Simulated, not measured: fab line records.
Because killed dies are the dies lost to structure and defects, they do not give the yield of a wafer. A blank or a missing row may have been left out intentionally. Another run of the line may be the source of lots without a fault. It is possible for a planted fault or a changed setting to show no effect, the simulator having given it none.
Comparing a struck lot with a sound one | flow sky130 | 20 steps out of a route of 708
Sound: these wafers, L122.1, L122.2, L122.3. The struck wafers were L128.1, L128.2, L128.5. The cause comes at the end.
At each step with rows: each side's tool, then ch and its chambers, then its first start. Under that, the readings that differ: sound wafers | struck wafers | difference of the means | sigmas: that difference in standard deviations of wafers without a fault.
alike: readings with means less than 2 such deviations apart, plus words and numbers identical on both sides. not compared: withheld readings, readings lacking a value on some wafer, bounds such as >300 that could conceal the same value, and numbers that have no deviation in the record and whose values overlap.
The two part at a step that has a row with sigmas, a row that says differs or no value, or rows on one side only. When numbers do not overlap yet have no deviation, they are printed without sigmas and do not part them. Lack of a reading on every wafer of one side parts them only where that side has two or more wafers.

SKY_RES_XHIGH_STRIP_08: strips in O2/N2.
  sound on plasmaAsher-03 ch 0,1, day 29 15:23; struck on plasmaAsher-03 ch 0,1, day 31 09:56
  alike: chamberPressureMTorr, drypumpMotorCurrentA, oesProductAu, stripTimeToEndpointS
  not compared: rfHoursCounterH
SKY_RES_XHIGH_TW_MEAS_09:
  sound on filmMetro-04 at day 29 15:29; struck on filmMetro-04 at day 31 10:02
  alike: RES_XHIGH_TW
then, 7 steps without rows for these wafers: SKY_SD_N_DEHYDRATE_00 (time 60 s); SKY_SD_N_HMDS_01 (prime time 60 s); SKY_SD_N_COAT_02 (resist thk 1140 nm); SKY_SD_N_SOFTBAKE_03 (time 60 s); SKY_SD_N_EXPOSE_04 (exposes mask NSDM, target cd 380 nm); SKY_SD_N_PEB_05; SKY_SD_N_DEVELOP_06 (develop time 60 s).
SKY_SD_N_CD_MEAS_07: the cd target is 380 nm.
  sound on cdSem-01 at day 30 18:56; struck on cdSem-02 at day 32 12:59
  alike: cdNm
SKY_SD_N_OVL_MEAS_08:
  sound on overlay-01 at day 30 19:03; struck on overlay-02 at day 32 13:07
  alike: SD_N_OVL
following that, these wafers have no rows for 1 step: SKY_SD_N_IMPLANT_09.
SKY_SD_N_IMPLANT_10:
  sound on implanter-03 ch 0, day 30 19:14; struck on implanter-03 ch 0, day 32 13:18
reading          | sound                     | struck                       | difference | sigmas
beamOnS (s)      | 13.1 12.8 13.1            | 10.2 9.9 10.4                | -2.8       | -3
doseIonsCm2      | 9.992e+13 9.988e+13 1e+14 | 1.59e+13 1.587e+13 1.565e+13 | -8.41e+13  | -99 or more
faradayCurrentUA | 431 443 429               | 87 91 86                     | -346       | -8
SKY_SD_N_STRIP_11: strips in O2/N2.
  sound on plasmaAsher-02 ch 0,1, day 30 19:23; struck on plasmaAsher-02 ch 0,1, day 32 13:27
reading                  | sound             | struck            | difference | sigmas
stripTimeToEndpointS (s) | 22.46 22.46 22.48 | 22.53 22.54 22.58 | +0.08      | +2
  alike: chamberPressureMTorr, drypumpMotorCurrentA, oesProductAu
  not compared: rfHoursCounterH
SKY_SD_N_TW_MEAS_12:
  sound on filmMetro-01 at day 30 19:29; struck on filmMetro-02 at day 32 13:33
  alike: SD_N_TW
then, 1 step without rows for these wafers: SKY_SD_N_CLEAN_13 (cleans in SC1/SC2, time 150 s).
SKY_SD_N_RTA_14: time 2 s.
  sound on rtpAnneal-01 ch 0, day 30 19:36; struck on rtpAnneal-01 ch 0, day 32 13:40
  alike: lampPowerPct, rampDownCPerS, wafer_temp_C_max
SKY_SD_N_RS_MEAS_16: uses a four-point probe to measure.
  sound on filmMetro-04 at day 30 19:46; struck on filmMetro-04 at day 32 13:50
reading          | sound             | struck            | difference | sigmas
SD_N_RS (ohm/sq) | 68.99 69.00 69.10 | 70.76 70.75 70.71 | +1.71      | +11
SKY_SD_N_RS_MEAS_17: uses a four-point probe to measure.
  sound on filmMetro-04 at day 30 19:53; struck on filmMetro-04 at day 32 13:58
  alike: SD_P_RS
-- here the record skips 17 days between the struck wafers' starts before and after, leaving off in module SD_N and picking up in module PAD_OPEN (first step shown: number 708 of the route) --
SKY_PAD_OPEN_PROBE_99:
  sound on prober-02 at day 47 22:24; struck on prober-02 at day 49 02:06
reading                        | sound             | struck            | difference | sigmas
model.etest.resNdiff.lineOhmUm | 758.6 771.1 768.7 | 794.4 794.3 774.2 | +21.5      | 
model.etest.resNdiff.rsOhmSq   | 120 120.8 121.3   | 123.2 124.7 124   | +3.3       | 
model.etest.resNdiffHv.rsOhmSq | 114.7 115.4 115.2 | 117.4 118 117.5   | +2.5       | 
  alike: killed_at_M0_to_M3, killed_at_M4_up, killedAtContacts, killedAtFrontEnd, killedAtOther, killedDies, killedOpen, killedShort

WHERE THEY PART
First at SKY_SD_N_IMPLANT_10; last, within this record, at SKY_SD_N_RS_MEAS_16. Later steps at which nothing parts them and some readings are alike: SKY_SD_N_RS_MEAS_17, SKY_PAD_OPEN_PROBE_99.

WHY: whatever the simulator had introduced
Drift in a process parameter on implanter-03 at SKY_SD_N_IMPLANT_10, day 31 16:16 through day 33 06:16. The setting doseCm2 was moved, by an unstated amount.
